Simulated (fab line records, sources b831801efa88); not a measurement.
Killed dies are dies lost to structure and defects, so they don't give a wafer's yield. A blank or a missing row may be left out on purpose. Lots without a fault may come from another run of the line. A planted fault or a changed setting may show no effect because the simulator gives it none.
Chamber matching | flow sfq_line | SFQ_TRILAYER_I7_CMP_CMP_184 on cmp-02: 4 sister chambers
The step polishes SiO2. 4 wafers are shown with their chamber, then 7 later ones without.

WAFERS WITH THEIR CHAMBER
wafer  | chamber | motor_current_A (A)
L517.1 | 3       | 9.1
L517.3 | 2       | 10.2
L524.1 | 0       | 9.5
L524.2 | 1       | 9.8

WAFERS WITHOUT THEIR CHAMBER
wafer  | motor_current_A (A)
L524.5 | 9.4
L526.1 | 9.0
L526.2 | 9.9
L526.4 | 11.0
L527.1 | 10.1
L527.2 | 10.2
L527.5 | 9.6

WHICH CHAMBER EACH WENT THROUGH
wafer  | from the rows above               | in truth
L524.5 | can't be placed: 0 or 3 or 1      | 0
L526.1 | can't be placed: 3 or 0           | 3
L526.2 | can't be placed: 1 or 2 or 0      | 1
L526.4 | can't be placed: 2 or 1           | 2
L527.1 | can't be placed: 2 or 1 or 0      | 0
L527.2 | can't be placed: 2 or 1           | 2
L527.5 | can't be placed: 0 or 1 or 3 or 2 | 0
Placed correctly: 0 of 7. Can't be placed from these rows: 7 (the true chamber is among the candidates in 7). Placed wrongly: 0.
How it was worked out, from the rows above alone: a wafer's distance from a chamber is the root of the sum, over the readings, of the square of ((its reading less the chamber's mean) divided by the reading's scatter). The wafer belongs to the nearest chamber; if the next one is less than 2 further off, it can't be placed. A chamber's mean is the mean of its shown wafers. The scatter: with one shown wafer a chamber, the root of the mean of the squares of how far each hidden wafer lies from its nearest shown one.
